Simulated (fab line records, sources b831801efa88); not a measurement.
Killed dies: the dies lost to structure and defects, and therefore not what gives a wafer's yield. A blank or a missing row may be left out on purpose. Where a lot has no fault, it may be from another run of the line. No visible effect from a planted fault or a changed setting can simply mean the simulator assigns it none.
Struck lot and sound lot, side by side    flow gf180mcu    32 out of 602 route steps
Sound: the wafers L153.3, L153.4, L153.6. Struck: wafers L150.1, L150.5, L150.6. The cause comes at the end.
Per side, at each step with rows, come the tool, then ch with its chambers, and then its first start. Under that, the readings that differ: sound wafers    struck wafers    difference of the means    sigmas: that difference in standard deviations of wafers without a fault.
alike: words and numbers the same on both sides, and readings whose means are apart by under 2 such deviations; not compared: readings that were withheld, readings missing a value for some wafer, numbers with overlapping values and no deviation given by the record, and bounds like >300 which may hide the same value.
Wherever a step has rows on one side only, a row that says differs or no value, or a row with sigmas, the two part there. Non-overlapping numbers with no deviation appear without sigmas and do not part them. Lack of a reading on every wafer of one side parts them only where that side has two or more wafers.

first, 10 steps without rows for these wafers: GF_V1_EXPOSE_11 (exposes mask Via1, target cd 260 nm); GF_V1_PEB_12 (peb time 90 s); GF_V1_DEVELOP_13 (develop time 60 s); GF_V1_ETCH_16 (etches BARC in N2/H2); GF_V1_ETCH_17 (etches SiO2 in C4F8/O2/Ar, stops on TiN, target depth 630 nm); GF_V1_STRIP_18 (strips in O2/N2); GF_V1_STRIP_19 (strips in post etch residue remover, time 1200 s); GF_V1_CLEAN_20 (cleans in DIW); GF_V1_SPUTTER_21 (material Ti, target thk 15 nm, time 80.02 s); GF_V1_SPUTTER_22 (material TiN, target thk 10 nm, time 40 s).
GF_V1_CVD_23: deposits W, target thk 350 nm, time 105.05 s.
  sound on cvd w-01 ch 0,1, day 24 22:04; struck on cvd w-02 ch 0,1, day 24 01:40
  alike: heater power w
then, 20 steps without rows for these wafers: GF_V1_CMP_26 (polishes, stops on SiO2, t overpolish 15 s, target thk 0 nm); GF_M2_SPUTTER_00 (material Ti, target thk 37.5 nm, time 150 s); GF_M2_SPUTTER_01 (material TiN, target thk 30 nm, time 25 s); GF_M2_SPUTTER_02 (material AlCu, target thk 450 nm, time 23.9 s); GF_M2_SPUTTER_03 (material Ti, target thk 10 nm, time 6.7 s); GF_M2_SPUTTER_04 (material TiN, target thk 50 nm, time 41.7 s); GF_M2_DEHYDRATE_07 (time 60 s); GF_M2_HMDS_08 (prime time 60 s); GF_M2_COAT_09 (resist thk 1000 nm); GF_M2_SOFTBAKE_10 (time 60 s); GF_M2_EXPOSE_11 (exposes mask Metal2, target cd 280 nm); GF_M2_PEB_12 (peb time 90 s); GF_M2_DEVELOP_13 (develop time 60 s); GF_M2_METAL_ETCH_16 (etches the open film in Cl2/BCl3, stops on SiO2, target depth 750.8 nm, time 125.1 s); GF_M2_STRIP_17 (strips in O2/N2); GF_M2_STRIP_18 (strips in post etch residue remover, time 1200 s); GF_M2_CLEAN_19 (cleans in DIW); GF_V2_CVD_00 (deposits SiO2, target thk 600 nm, time 100 s); GF_V2_CVD_02 (deposits SiO2 from TEOS, target thk 850 nm, time 94.851 s); GF_V2_CMP_04 (polishes SiO2).
-- the record jumps here: 9 days lie between the struck wafers' starts before and after (it left off in module V2 and takes up again in module PASSIVATION, whose first step shown is number 602 of the route) --
GF_PASSIVATION_PROBE_99:
  the record has rows for the struck wafers here (prober-01, day 33 12:55) and none for the sound ones

== WHERE THEY PART ==
Only at GF_PASSIVATION_PROBE_99, within this record.

WHY: what had been put in by the simulator
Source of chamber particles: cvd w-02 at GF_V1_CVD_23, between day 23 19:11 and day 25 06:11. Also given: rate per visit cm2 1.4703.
